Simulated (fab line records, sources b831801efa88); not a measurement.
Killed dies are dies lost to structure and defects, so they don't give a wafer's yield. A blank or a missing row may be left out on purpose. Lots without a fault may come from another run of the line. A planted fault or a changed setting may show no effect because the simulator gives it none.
Chamber matching | flow sky130 | SKY_VIA1_CMP_02 on cmp-01: 4 sister chambers
The step polishes SiO2. 27 wafers are shown with their chamber, then 12 later ones without.

WAFERS WITH THEIR CHAMBER
wafer  | chamber | motor_current_A (A)
L076.1 | 2       | 11.7
L076.4 | 0       | 11.1
L076.5 | 1       | 10.9
L077.2 | 3       | 10.9
L077.4 | 0       | 10.8
L077.5 | 1       | 9.9
L079.1 | 0       | 11.1
L079.3 | 2       | 12.2
L079.4 | 3       | 11.1
L080.1 | 2       | 12.1
L080.2 | 0       | 11.4
L080.3 | 1       | 10.2
L082.1 | 3       | 10.6
L082.2 | 0       | 10.4
L082.4 | 1       | 10.6
L083.3 | 3       | 10.6
L083.5 | 1       | 9.8
L083.6 | 0       | 10.9
L086.1 | 0       | 10.8
L086.3 | 2       | 11.6
L086.5 | 0       | 10.4
L087.1 | 1       | 10.1
L087.3 | 0       | 11.2
L087.6 | 3       | 10.9
L088.2 | 1       | 10.1
L088.3 | 0       | 10.9
L088.4 | 2       | 12.4

SIGNATURES (means of the wafers above)
reading         | chamber 0 | chamber 1 | chamber 2 | chamber 3 | scatter within a chamber
motor_current_A | 10.900    | 10.229    | 12.000    | 10.820    | 0.33
Rule: a wafer's distance from a chamber is the root of the sum, over the readings, of the square of ((its reading less the chamber's mean) divided by the reading's scatter). The wafer belongs to the nearest chamber; if the next one is less than 2 further off, it can't be placed. The scatter: the root of (the sum of the squares of (reading less its chamber's mean) over the shown wafers, divided by (wafers less chambers)).

WAFERS WITHOUT THEIR CHAMBER
wafer  | motor_current_A (A)
L093.4 | 12.4
L093.5 | 9.9
L093.6 | 11.9
L094.1 | 11.6
L094.2 | 10.9
L094.3 | 10.8
L094.4 | 10.5
L094.5 | 10.6
L094.6 | 11.0
L095.1 | 11.3
L095.3 | 10.8
L095.5 | 11.7

WHICH CHAMBER EACH WENT THROUGH
wafer  | from the rows above          | in truth
L093.4 | 2                            | 2
L093.5 | can't be placed: 1 or 3      | 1
L093.6 | 2                            | 2
L094.1 | can't be placed: 2 or 0 or 3 | 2
L094.2 | can't be placed: 0 or 3      | 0
L094.3 | can't be placed: 3 or 0 or 1 | 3
L094.4 | can't be placed: 1 or 3 or 0 | 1
L094.5 | can't be placed: 3 or 0 or 1 | 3
L094.6 | can't be placed: 0 or 3      | 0
L095.1 | can't be placed: 0 or 3 or 2 | 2
L095.3 | can't be placed: 3 or 0 or 1 | 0
L095.5 | can't be placed: 2 or 0 or 3 | 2
Placed correctly: 2 of 12. Can't be placed from these rows: 10 (the true chamber is among the candidates in 10). Placed wrongly: 0.
